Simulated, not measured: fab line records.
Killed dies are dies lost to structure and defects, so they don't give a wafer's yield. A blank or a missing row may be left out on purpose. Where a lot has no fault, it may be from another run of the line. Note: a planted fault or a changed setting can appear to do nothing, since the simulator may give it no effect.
fab line records	flow gf180mcu	part 1 of 2: steps 1 to 29 of 41
[record] lots = 5	wafers = 15	last_day = 34
route steps=602 shown VT_IMPLANT@129 MVSD@136 NWELL@137 LVPWELL@138 MVPSD@139 DUAL_GATE@141 POLY_GATE@157
lots untouched by any fault: they come from a run of this same line in which no faults occurred
start_h: hours from the record's opening day to when the first of the lot's shown wafers began	wait_h: hours since the lot's step before	" repeats the value in the row above	L1.1+2: a single row standing in for several wafers	- value missing, or start not given	* or withheld: withheld	< > ~ a bound
route shown NAME@n: names a module that has steps shown in the file, with the first one's number in the route	usual: average and standard deviation across the fault-free wafers	same: alike in all rows	chamber/n: place in a boat	sites: each site's reading	_std_site: their standard deviation	_edge_site: mean of outer sites minus mean of inner sites	radius_mm: how far each site lies from the wafer's centre	mask NAME#n: copy n	behind: the last tool/chamber to shape the wafer	hold: why the lot went on hold/how many hours it stayed there/how the hold came to an end	device: names the non-switching transistor (n, p or np)	end of line: at the end of the route, the tests of the same wafers	a step without rows: its recipe alone	killed: not the wafer's yield, but the dies lost to structure and defects at the first sort	map: shows each die of a wafer: x if killed, . if not, _ if none is there
set.NAME: the setting as run; set.NAME@STEP: as run at that earlier step	model.NAME: the simulator's own value behind a step, which no gauge read
lots at selected steps of the route; one table per step, one row per wafer
services: a tool's chamber out of use, with start hour (start_h, from the record's first day; less than 0 if before it), hours out, and reason
[[steps]]
[step GF_VT_IMPLANT_DEVELOP_39]
[recipe] develop_time_s = 60	dev_temp_c = 23
lot.wafer	tool	chamber	start_h	wait_h
L076.2+5+6	litho_track-02	0	171.28	0.1
L086.4+5+6	litho_track-04	0	241.13	0.1
L092.2+4+5	litho_track-04	0	280.23	0.1
L093.3+5+6	litho_track-02	0	287.10	0.1
L096.4+5+6	litho_track-02	0	307.68	0.1
[step GF_VT_IMPLANT_OVL_MEAS_40]
[usual] VT_IMPLANT_03_OVL = -0.8/1.3
lot.wafer	tool	chamber	start_h	wait_h	VT_IMPLANT_03_OVL[nm]
L076.2	overlay-02	-	171.41	0.1	0.2
L076.5	"	-	"	"	0.6
L076.6	"	-	"	"	-0.7
L086.4	overlay-01	-	241.22	0.1	-2.2
L086.5	"	-	"	"	-0.5
L086.6	"	-	"	"	-0.8
L092.2	overlay-01	-	280.36	0.1	0.3
L092.4	"	-	"	"	0.8
L092.5	"	-	"	"	0.5
L093.3	overlay-01	-	287.21	0.1	-1.7
L093.5	"	-	"	"	1.9
L093.6	"	-	"	"	0.4
L096.4	overlay-02	-	307.77	0.1	0.4
L096.5	"	-	"	"	0.8
L096.6	"	-	"	"	-1.0
[step GF_VT_IMPLANT_IMPLANT_41]
[recipe] species = As	energy_kev = 70	dose_cm2 = 1.013e+12	tilt_deg = 7
lot.wafer	tool	chamber	start_h	wait_h
L076.2+5+6	implanter-04	0	171.46	0.0
L086.4+5+6	implanter-03	0	241.32	0.1
L092.2+4+5	implanter-04	0	280.42	0.0
L093.3+5+6	implanter-04	0	287.29	0.1
L096.4+5+6	implanter-03	0	307.86	0.1
[step GF_VT_IMPLANT_STRIP_42]
[recipe] chemistry = O2/N2	power_w = 1400	pressure_mtorr = 1500	platen_temp_c = 250	o2_flow_sccm = 3000	n2_flow_sccm = 300	overash_fraction = 0.5
[usual] drypump_motor_current_A = 5.6/0.31	heater_power_w = 339/19	o2_flow_sccm = 3000/9.7	oes_product_au = 0.716/0.0047	strip_time_to_endpoint_s = 12.63/0.035
[same] overash_fraction = 0.5
lot.wafer	tool	chamber	start_h	wait_h	drypump_motor_current_A	heater_power_w	o2_flow_sccm	oes_product_au	rf_hours_counter_h	strip_time_to_endpoint_s
L076.2	plasma_asher-04	0	171.59	0.1	5.5	341	3011	0.720	52	12.65
L076.5	"	0	"	"	5.5	341	3004	0.723	-	12.61
L076.6	"	1	"	"	5.4	339	2981	0.722	-	12.60
L086.4	plasma_asher-04	1	241.42	0.1	5.5	331	3002	0.715	-	12.67
L086.5	"	1	"	"	5.4	328	2999	0.715	-	12.69
L086.6	"	0	"	"	5.5	342	2983	0.718	-	12.65
L092.2	plasma_asher-02	1	280.54	0.1	5.4	340	3011	0.714	68	12.59
L092.4	"	0	"	"	6.2	312	3001	0.709	-	12.63
L092.5	"	0	"	"	6.2	307	2982	0.711	-	12.65
L093.3	plasma_asher-04	1	287.42	0.1	5.5	333	2999	0.716	-	12.61
L093.5	"	1	"	"	5.5	337	3000	0.726	-	12.62
L093.6	"	0	"	"	5.5	347	3012	0.719	-	12.62
L096.4	plasma_asher-04	0	307.97	0.1	5.5	341	2986	0.716	-	12.64
L096.5	"	0	"	"	5.5	348	3019	0.710	-	12.68
L096.6	"	1	"	"	5.4	341	2984	0.719	-	12.66
[step GF_VT_IMPLANT_TW_MEAS_43]
[usual] VT_IMPLANT_4_TW = 695/5.9
lot.wafer	tool	chamber	start_h	wait_h	VT_IMPLANT_4_TW
L076.2	film_metro-04	-	171.70	0.1	701
L076.5	"	-	"	"	701
L076.6	"	-	"	"	697
L086.4	film_metro-04	-	241.52	0.1	703
L086.5	"	-	"	"	700
L086.6	"	-	"	"	699
L092.2	film_metro-02	-	280.65	0.1	691
L092.4	"	-	"	"	693
L092.5	"	-	"	"	692
L093.3	film_metro-01	-	287.51	0.1	686
L093.5	"	-	"	"	688
L093.6	"	-	"	"	686
L096.4	film_metro-02	-	308.07	0.1	690
L096.5	"	-	"	"	689
L096.6	"	-	"	"	690
[step GF_VT_IMPLANT_CLEAN_44]
[recipe] chemistry = SC1/SC2	mix = 1:4:20	temp_c = 70	time_s = 150	dry = n2_spin
[usual] temp_c = 70.00/0.12
lot.wafer	tool	chamber	start_h	wait_h	temp_c
L076.2	wet_bench-04	2	171.75	0.0	70.03
L076.5	"	2	"	"	70.08
L076.6	"	2	"	"	70.12
L086.4	wet_bench-04	3	241.55	0.0	70.05
L086.5	"	3	"	"	70.10
L086.6	"	3	"	"	70.09
L092.2	wet_bench-03	1	281.12	0.5	69.91
L092.4	"	1	"	"	69.93
L092.5	"	1	"	"	69.81
L093.3	wet_bench-03	0	287.55	0.0	69.93
L093.5	"	0	"	"	69.74
L093.6	"	0	"	"	69.88
L096.4	wet_bench-04	2	308.10	0.0	70.16
L096.5	"	2	"	"	69.92
L096.6	"	2	"	"	70.02
[step GF_VT_IMPLANT_RTA_45]
[recipe] temp_c = 1050	time_s = 30	ambient = N2
[usual] lamp_power_pct = 33.4/1	wafer_temp_C_max = 1057/3.2
lot.wafer	tool	chamber	start_h	wait_h	lamp_power_pct	wafer_temp_C_max
L076.2	rtp_anneal-02	0	171.81	0.0	32.6	1057
L076.5	"	0	"	"	32.7	1063
L076.6	"	0	"	"	32.6	1057
L086.4	rtp_anneal-02	0	241.66	0.1	32.6	1057
L086.5	"	0	"	"	32.6	1058
L086.6	"	0	"	"	32.6	1058
L092.2	rtp_anneal-02	0	281.19	0.0	32.6	1057
L092.4	"	0	"	"	32.6	1061
L092.5	"	0	"	"	32.6	1062
L093.3	rtp_anneal-02	0	287.63	0.0	32.7	1057
L093.5	"	0	"	"	32.6	1061
L093.6	"	0	"	"	32.6	1056
L096.4	rtp_anneal-02	0	308.20	0.1	32.7	1060
L096.5	"	0	"	"	32.6	1057
L096.6	"	0	"	"	32.6	1058
[step GF_VT_IMPLANT_RS_MEAS_46]
[recipe] thk_meas_gauge = four-point-probe
[usual] MVSD_RS = 456.8/1.7
lot.wafer	tool	chamber	start_h	wait_h	MVSD_RS[ohm/sq]
L076.2	film_metro-01	-	171.92	0.1	456.2
L076.5	"	-	"	"	455.1
L076.6	"	-	"	"	455.6
L086.4	film_metro-03	-	241.77	0.1	456.3
L086.5	"	-	"	"	454.9
L086.6	"	-	"	"	453.9
L092.2	film_metro-02	-	281.29	0.1	456.8
L092.4	"	-	"	"	456.6
L092.5	"	-	"	"	456.5
L093.3	film_metro-03	-	287.74	0.1	456.6
L093.5	"	-	"	"	459.2
L093.6	"	-	"	"	459.6
L096.4	film_metro-02	-	308.31	0.1	454.4
L096.5	"	-	"	"	455.8
L096.6	"	-	"	"	454.4
[step GF_VT_IMPLANT_RS_MEAS_47]
[recipe] thk_meas_gauge = four-point-probe
[usual] NWELL_RS = 487.4/1.4
lot.wafer	tool	chamber	start_h	wait_h	NWELL_RS[ohm/sq]
L076.2	film_metro-01	-	172.04	0.1	487.4
L076.5	"	-	"	"	488.1
L076.6	"	-	"	"	488.0
L086.4	film_metro-03	-	241.89	0.1	486.0
L086.5	"	-	"	"	487.4
L086.6	"	-	"	"	487.9
L092.2	film_metro-02	-	281.41	0.1	486.2
L092.4	"	-	"	"	485.9
L092.5	"	-	"	"	485.3
L093.3	film_metro-03	-	287.86	0.1	488.3
L093.5	"	-	"	"	487.5
L093.6	"	-	"	"	489.0
L096.4	film_metro-02	-	308.43	0.1	485.9
L096.5	"	-	"	"	486.3
L096.6	"	-	"	"	487.3
[step GF_VT_IMPLANT_RS_MEAS_48]
[recipe] thk_meas_gauge = four-point-probe
[usual] LVPWELL_RS = 1197/3.4
lot.wafer	tool	chamber	start_h	wait_h	LVPWELL_RS[ohm/sq]
L076.2	film_metro-01	-	172.16	0.1	1199
L076.5	"	-	"	"	1197
L076.6	"	-	"	"	1201
L086.4	film_metro-03	-	242.01	0.1	1199
L086.5	"	-	"	"	1194
L086.6	"	-	"	"	1196
L092.2	film_metro-02	-	281.53	0.1	1199
L092.4	"	-	"	"	1196
L092.5	"	-	"	"	1195
L093.3	film_metro-03	-	287.98	0.1	1200
L093.5	"	-	"	"	1204
L093.6	"	-	"	"	1199
L096.4	film_metro-02	-	308.55	0.1	1192
L096.5	"	-	"	"	1191
L096.6	"	-	"	"	1193
[step GF_VT_IMPLANT_RS_MEAS_49]
[recipe] thk_meas_gauge = four-point-probe
[usual] MVPSD_RS = 1169/3
lot.wafer	tool	chamber	start_h	wait_h	MVPSD_RS[ohm/sq]
L076.2	film_metro-01	-	172.28	0.1	1169
L076.5	"	-	"	"	1173
L076.6	"	-	"	"	1170
L086.4	film_metro-03	-	242.13	0.1	1175
L086.5	"	-	"	"	1175
L086.6	"	-	"	"	1172
L092.2	film_metro-02	-	281.65	0.1	1167
L092.4	"	-	"	"	1168
L092.5	"	-	"	"	1171
L093.3	film_metro-03	-	288.10	0.1	1168
L093.5	"	-	"	"	1171
L093.6	"	-	"	"	1171
L096.4	film_metro-02	-	308.67	0.1	1169
L096.5	"	-	"	"	1169
L096.6	"	-	"	"	1169
[step GF_VT_IMPLANT_WET_ETCH_50]
[recipe] chemistry = dHF	target_depth_nm = 20	target = SiO2	temp_c = 25	dilution = 100:1	time_s = 400
[usual] temp_c = 25.00/0.1
lot.wafer	tool	chamber	start_h	wait_h	temp_c
L076.2	wet_bench-04	1	172.38	0.1	25.00
L076.5	"	1	"	"	25.10
L076.6	"	1	"	"	24.97
L086.4	wet_bench-04	0	242.19	0.0	25.03
L086.5	"	0	"	"	25.14
L086.6	"	0	"	"	24.93
L092.2	wet_bench-04	0	281.75	0.1	24.98
L092.4	"	0	"	"	24.96
L092.5	"	0	"	"	25.01
L093.3	wet_bench-04	1	288.18	0.1	24.86
L093.5	"	1	"	"	24.97
L093.6	"	1	"	"	24.86
L096.4	wet_bench-03	2	308.73	0.0	25.01
L096.5	"	2	"	"	24.92
L096.6	"	2	"	"	25.00
[step GF_DUAL_GATE_CLEAN_00]
[recipe] chemistry = SC1/SC2	mix = 1:4:20	temp_c = 70	time_s = 150
[usual] temp_c = 70.01/0.11
lot.wafer	tool	chamber	start_h	wait_h	temp_c
L076.2	wet_bench-01	3	172.50	0.0	70.11
L076.5	"	3	"	"	70.14
L076.6	"	3	"	"	70.18
L086.4	wet_bench-01	3	242.33	0.0	69.82
L086.5	"	3	"	"	69.88
L086.6	"	3	"	"	69.91
L092.2	wet_bench-03	2	281.87	0.0	70.03
L092.4	"	2	"	"	69.94
L092.5	"	2	"	"	69.86
L093.3	wet_bench-01	0	288.31	0.0	70.15
L093.5	"	0	"	"	69.93
L093.6	"	0	"	"	70.15
L096.4	wet_bench-04	0	308.85	0.0	69.91
L096.5	"	0	"	"	70.03
L096.6	"	0	"	"	69.97
[step GF_DUAL_GATE_CLEAN_01]
[recipe] chemistry = dHF	time_s = 20	dilution = 100:1	dry = ipa_marangoni
lot.wafer	tool	chamber	start_h	wait_h
L076.2+5+6	wet_bench-04	1	172.55	0.0
L086.4+5+6	wet_bench-04	3	242.38	0.0
L092.2+4+5	wet_bench-04	3	281.92	0.0
L093.3+5+6	wet_bench-04	2	288.36	0.0
L096.4+5+6	wet_bench-01	3	308.90	0.0
[step GF_DUAL_GATE_OXIDATION_02]
[recipe] temp_c = 900	ambient = O2	stabilise_s = 600	purge_s = 300	target_thk_a = 108.87	ox_time_s = 1602
lot.wafer	tool	chamber	start_h	wait_h
L076.2+5+6	furnace-02	0	172.56	0.0
L086.4+5+6	furnace-01	0	242.40	0.0
L092.2+4+5	furnace-01	0	282.54	0.6
L093.3+5+6	furnace-02	0	288.37	0.0
L096.4+5+6	furnace-01	0	309.45	0.5
[step GF_DUAL_GATE_THK_MEAS_03]
[recipe] reads = SiO2_of_DUAL_GATE_OXIDATION_02
[usual] DUAL_GATE_OXIDATION_00_THK = 10.93/0.19
lot.wafer	tool	chamber	start_h	wait_h	DUAL_GATE_OXIDATION_00_THK[nm]
L076.2	film_metro-04	-	174.02	0.0	11.11
L076.5	"	-	"	"	11.01
L076.6	"	-	"	"	11.33
L086.4	film_metro-03	-	243.87	0.0	10.98
L086.5	"	-	"	"	10.91
L086.6	"	-	"	"	11.12
L092.2	film_metro-04	-	283.99	0.0	11.15
L092.4	"	-	"	"	11.29
L092.5	"	-	"	"	11.18
L093.3	film_metro-02	-	289.84	0.0	10.75
L093.5	"	-	"	"	10.84
L093.6	"	-	"	"	10.85
L096.4	film_metro-02	-	310.93	0.0	11.05
L096.5	"	-	"	"	11.05
L096.6	"	-	"	"	11.16
[step GF_DUAL_GATE_DEHYDRATE_04]
[recipe] temp_c = 200	time_s = 60
[usual] heater_power_total_W = 160.37/0.13
lot.wafer	tool	chamber	start_h	wait_h	heater_power_total_W
L076.2	litho_track-01	0	181.80	7.8	160.37
L076.5	"	0	"	"	160.29
L076.6	"	0	"	"	160.46
L086.4	litho_track-01	0	251.70	7.8	160.29
L086.5	"	0	"	"	160.18
L086.6	"	0	"	"	160.27
L092.2	litho_track-01	0	293.25	9.3	160.46
L092.4	"	0	"	"	160.55
L092.5	"	0	"	"	160.33
L093.3	litho_track-03	0	299.66	9.8	160.51
L093.5	"	0	"	"	160.41
L093.6	"	0	"	"	160.49
L096.4	litho_track-02	0	320.73	9.8	160.22
L096.5	"	0	"	"	160.57
L096.6	"	0	"	"	160.25
[step GF_DUAL_GATE_HMDS_05]
[recipe] prime_time_s = 60	prime_temp_c = 120
lot.wafer	tool	chamber	start_h	wait_h
L076.2+5+6	litho_track-01	0	181.95	0.1
L086.4+5+6	litho_track-01	0	251.85	0.1
L092.2+4+5	litho_track-01	0	293.40	0.1
L093.3+5+6	litho_track-03	0	299.81	0.1
L096.4+5+6	litho_track-02	0	320.88	0.1
[step GF_DUAL_GATE_COAT_06]
[recipe] resist = NOVOLAK	spin_rpm = 3000	resist_thk_nm = 1000
lot.wafer	tool	chamber	start_h	wait_h
L076.2+5+6	litho_track-01	0	182.10	0.1
L086.4+5+6	litho_track-01	0	252.00	0.1
L092.2+4+5	litho_track-01	0	293.55	0.1
L093.3+5+6	litho_track-03	0	299.96	0.1
L096.4+5+6	litho_track-02	0	321.03	0.1
[step GF_DUAL_GATE_SOFTBAKE_07]
[recipe] temp_c = 90	time_s = 60	resist = NOVOLAK
[usual] heater_power_total_W = 56.60/0.043
lot.wafer	tool	chamber	start_h	wait_h	heater_power_total_W
L076.2	litho_track-01	0	182.25	0.1	56.52
L076.5	"	0	"	"	56.56
L076.6	"	0	"	"	56.60
L086.4	litho_track-01	0	252.15	0.1	56.62
L086.5	"	0	"	"	56.57
L086.6	"	0	"	"	56.60
L092.2	litho_track-01	0	293.70	0.1	56.57
L092.4	"	0	"	"	56.56
L092.5	"	0	"	"	56.59
L093.3	litho_track-03	0	300.11	0.1	56.59
L093.5	"	0	"	"	56.65
L093.6	"	0	"	"	56.68
L096.4	litho_track-02	0	321.18	0.1	56.65
L096.5	"	0	"	"	56.64
L096.6	"	0	"	"	56.64
[step GF_DUAL_GATE_EXPOSE_08]
[recipe] mask_id = Dualgate	target_cd_nm = 700	na = 0.6	source_shape = conventional	sigma_outer = 0.6	dose_mj = 140
lot.wafer	tool	chamber	start_h	wait_h	mask
L076.2+5+6	iline_stepper-01	0	-	-	Dualgate#0
L086.4+5+6	iline_stepper-01	0	-	-	Dualgate#0
L092.2+4+5	iline_stepper-01	0	-	-	Dualgate#0
L093.3+5+6	iline_stepper-02	0	-	-	Dualgate#0
L096.4+5+6	iline_stepper-02	0	-	-	Dualgate#0
[step GF_DUAL_GATE_PEB_09]
[recipe] temp_c = withheld	time_s = *	resist = NOVOLAK
lot.wafer	tool	chamber	start_h	wait_h
L076.2+5+6	litho_track-03	0	-	-
L086.4+5+6	litho_track-03	0	-	-
L092.2+4+5	litho_track-03	0	-	-
L093.3+5+6	litho_track-01	0	-	-
L096.4+5+6	litho_track-02	0	-	-
[step GF_DUAL_GATE_DEVELOP_10]
[recipe] develop_time_s = 60	dev_temp_c = 23
lot.wafer	tool	chamber	start_h	wait_h
L076.2+5+6	litho_track-03	0	189.99	0.1
L086.4+5+6	litho_track-03	0	261.79	0.1
L092.2+4+5	litho_track-03	0	304.19	0.1
L093.3+5+6	litho_track-01	0	310.48	0.1
L096.4+5+6	litho_track-02	0	332.17	0.1
[step GF_DUAL_GATE_OVL_MEAS_11]
[usual] DUAL_GATE_OVL = -0.2/1.5
lot.wafer	tool	chamber	start_h	wait_h	DUAL_GATE_OVL[nm]
L076.2	overlay-01	-	190.12	0.1	0.3
L076.5	"	-	"	"	0.2
L076.6	"	-	"	"	0.3
L086.4	overlay-01	-	261.88	0.1	0.9
L086.5	"	-	"	"	0.2
L086.6	"	-	"	"	-0.3
L092.2	overlay-02	-	304.32	0.1	-0.2
L092.4	"	-	"	"	0.3
L092.5	"	-	"	"	1.3
L093.3	overlay-01	-	310.59	0.1	0.6
L093.5	"	-	"	"	0.1
L093.6	"	-	"	"	1.0
L096.4	overlay-02	-	332.27	0.1	0.4
L096.5	"	-	"	"	0.2
L096.6	"	-	"	"	-0.4
[step GF_DUAL_GATE_WET_ETCH_12]
[recipe] chemistry = dHF	target_depth_nm = 13	dry = n2_spin	target = SiO2	temp_c = 25	dilution = 100:1	time_s = 260
[usual] temp_c = 25.00/0.11
lot.wafer	tool	chamber	start_h	wait_h	temp_c
L076.2	wet_bench-04	0	190.15	0.0	24.81
L076.5	"	0	"	"	24.93
L076.6	"	0	"	"	24.94
L086.4	wet_bench-04	1	261.90	0.0	25.08
L086.5	"	1	"	"	25.07
L086.6	"	1	"	"	25.04
L092.2	wet_bench-03	2	304.35	0.0	25.08
L092.4	"	2	"	"	25.06
L092.5	"	2	"	"	25.00
L093.3	wet_bench-04	3	310.61	0.0	24.86
L093.5	"	3	"	"	25.04
L093.6	"	3	"	"	24.87
L096.4	wet_bench-03	1	332.29	0.0	24.87
L096.5	"	1	"	"	25.00
L096.6	"	1	"	"	24.93
[step GF_DUAL_GATE_STRIP_13]
[recipe] chemistry = O2/N2	power_w = 1400	pressure_mtorr = 1500	platen_temp_c = 250	o2_flow_sccm = 3000	n2_flow_sccm = 300	overash_fraction = 0.5
[usual] drypump_motor_current_A = 5.8/0.36	heater_power_w = 346/32	o2_flow_sccm = 2999/7.6	oes_product_au = 0.716/0.0045	strip_time_to_endpoint_s = 12.622/0.03
[same] overash_fraction = 0.5
lot.wafer	tool	chamber	start_h	wait_h	drypump_motor_current_A	heater_power_w	o2_flow_sccm	oes_product_au	rf_hours_counter_h	strip_time_to_endpoint_s
L076.2	plasma_asher-03	0	190.23	0.0	5.9	362	2997	0.715	40	12.617
L076.5	"	1	"	"	5.3	365	2995	0.714	-	12.642
L076.6	"	0	"	"	5.9	368	2995	0.712	-	12.634
L086.4	plasma_asher-01	0	262.03	0.1	5.6	314	3008	0.716	-	12.635
L086.5	"	0	"	"	5.6	326	2998	0.710	-	12.616
L086.6	"	1	"	"	6.1	398	3011	0.707	-	12.674
L092.2	plasma_asher-03	1	304.43	0.0	5.2	368	2991	0.709	48	12.634
L092.4	"	0	"	"	5.9	351	3003	0.720	-	12.632
L092.5	"	0	"	"	5.9	367	3000	0.712	-	12.651
L093.3	plasma_asher-02	1	310.73	0.0	5.4	344	2991	0.722	-	12.647
L093.5	"	1	"	"	5.4	343	2996	0.719	-	12.655
L093.6	"	0	"	"	6.2	309	2995	0.719	-	12.625
L096.4	plasma_asher-02	0	332.40	0.0	6.2	301	2992	0.726	-	12.575
L096.5	"	1	"	"	5.3	343	2990	0.712	-	12.632
L096.6	"	0	"	"	6.2	304	2999	0.717	-	12.553
[step GF_DUAL_GATE_CLEAN_14]
[recipe] chemistry = SC1/SC2	mix = 1:4:20	temp_c = 70	time_s = 150	dry = n2_spin
[usual] temp_c = 70.00/0.12
lot.wafer	tool	chamber	start_h	wait_h	temp_c
L076.2	wet_bench-03	1	190.33	0.1	70.21
L076.5	"	1	"	"	70.08
L076.6	"	1	"	"	70.12
L086.4	wet_bench-04	0	262.10	0.0	69.89
L086.5	"	0	"	"	70.02
L086.6	"	0	"	"	69.99
L092.2	wet_bench-04	3	304.53	0.1	69.92
L092.4	"	3	"	"	69.85
L092.5	"	3	"	"	69.72
L093.3	wet_bench-01	3	310.80	0.0	70.23
L093.5	"	3	"	"	69.96
L093.6	"	3	"	"	70.03
L096.4	wet_bench-04	1	332.47	0.0	70.07
L096.5	"	1	"	"	70.19
L096.6	"	1	"	"	70.25
[step GF_DUAL_GATE_OXIDATION_15]
[recipe] temp_c = 852.3	ambient = O2	stabilise_s = 600	purge_s = 300	target_thk_a = 70.98	ox_time_s = 1995
lot.wafer	tool	chamber	start_h	wait_h
L076.2+5+6	furnace-01	0	191.17	0.8
L086.4+5+6	furnace-02	0	262.15	0.0
L092.2+4+5	furnace-01	0	305.11	0.5
L093.3+5+6	furnace-02	0	311.42	0.6
L096.4+5+6	furnace-01	0	332.52	0.0
[step GF_POLY_GATE_CVD_00]
[recipe] material = poly-Si	target_thk_nm = 200	temp_c = 620	time_s = 1200	pressure_mtorr = 200
[usual] susceptor_temp_C = 619.89/0.23
lot.wafer	tool	chamber	start_h	wait_h	susceptor_temp_C
L076.2	lpcvd-02	0	192.72	0.0	620.31
L076.5	"	0	"	"	620.13
L076.6	"	0	"	"	620.18
L086.4	lpcvd-01	0	263.70	0.0	620.23
L086.5	"	0	"	"	619.72
L086.6	"	0	"	"	619.67
L092.2	lpcvd-01	0	306.67	0.0	620.15
L092.4	"	0	"	"	619.88
L092.5	"	0	"	"	619.52
L093.3	lpcvd-02	0	312.97	0.0	620.40
L093.5	"	0	"	"	619.87
L093.6	"	0	"	"	620.41
L096.4	lpcvd-02	1	334.07	0.0	620.21
L096.5	"	1	"	"	619.52
L096.6	"	1	"	"	619.80
